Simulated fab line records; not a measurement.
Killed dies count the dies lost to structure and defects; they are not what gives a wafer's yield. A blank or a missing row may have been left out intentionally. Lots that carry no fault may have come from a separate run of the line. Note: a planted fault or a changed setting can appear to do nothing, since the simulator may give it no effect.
Which of the tools did it? / flow gf180mcu / 21 wafers from 7 lots sampled at 2 of the route's 602 steps

WHAT EACH GAUGE READ, for each wafer
GF_HV_LDD_TW_MEAS_50.
lot=L392; measured=day 13 10:08; on=filmMetro-04; HV_LDD_4_TW=564.0 567.6 566.8
lot=L395; measured=day 14 05:40; on=filmMetro-03; HV_LDD_4_TW=565.1 561.2 565.2
lot=L405; measured=day 17 23:20; on=filmMetro-04; HV_LDD_4_TW=563.3 564.0 564.6
lot=L408; measured=day 18 17:06; on=filmMetro-03; HV_LDD_4_TW=566.5 565.2 565.0
lot=L410; measured=day 19 04:52; on=filmMetro-03; HV_LDD_4_TW=564.1 562.6 564.3

WHICH TOOL RAN EACH LOT (tool, then ch and the chambers of the sampled wafers, then the start)
lot=L392; GF_DUAL_GATE_DEVELOP_10=lithoTrack-03 ch 0, day 9 05:25
lot=L395; GF_DUAL_GATE_DEVELOP_10=lithoTrack-02 ch 0, day 9 23:30
lot=L398; GF_DUAL_GATE_DEVELOP_10=lithoTrack-01, day 10 21:44
lot=L400; GF_DUAL_GATE_DEVELOP_10=lithoTrack-01, day 11 13:34
lot=L405; GF_DUAL_GATE_DEVELOP_10=lithoTrack-02 ch 0, day 12 23:15
lot=L408; GF_DUAL_GATE_DEVELOP_10=lithoTrack-01 ch 0, day 13 20:43
lot=L410; GF_DUAL_GATE_DEVELOP_10=lithoTrack-02 ch 0, day 14 07:18
- GF_DUAL_GATE_DEVELOP_10: develop time 60 s.

THE ANSWER, worked out from the rows above alone
Rule: what is usual is taken from the lots themselves. The widest of any qualifying gaps counts: lots, ordered by their means at a reading, are off when they make up no more than a third of the lots, leave a main group of 4 or more, and stand apart from it by 3 or more times the standard deviation of that group's means. A main group is skipped when, at the precision printed for the reading in the tables above, its means are all equal. A lot without any number at a reading at which 4 lots or more have one is off too. All remaining lots with rows at the step are treated as sound.
No lot is off at any reading shown: from this, nothing can be told.

WHAT WAS PUT IN BY THE SIMULATOR
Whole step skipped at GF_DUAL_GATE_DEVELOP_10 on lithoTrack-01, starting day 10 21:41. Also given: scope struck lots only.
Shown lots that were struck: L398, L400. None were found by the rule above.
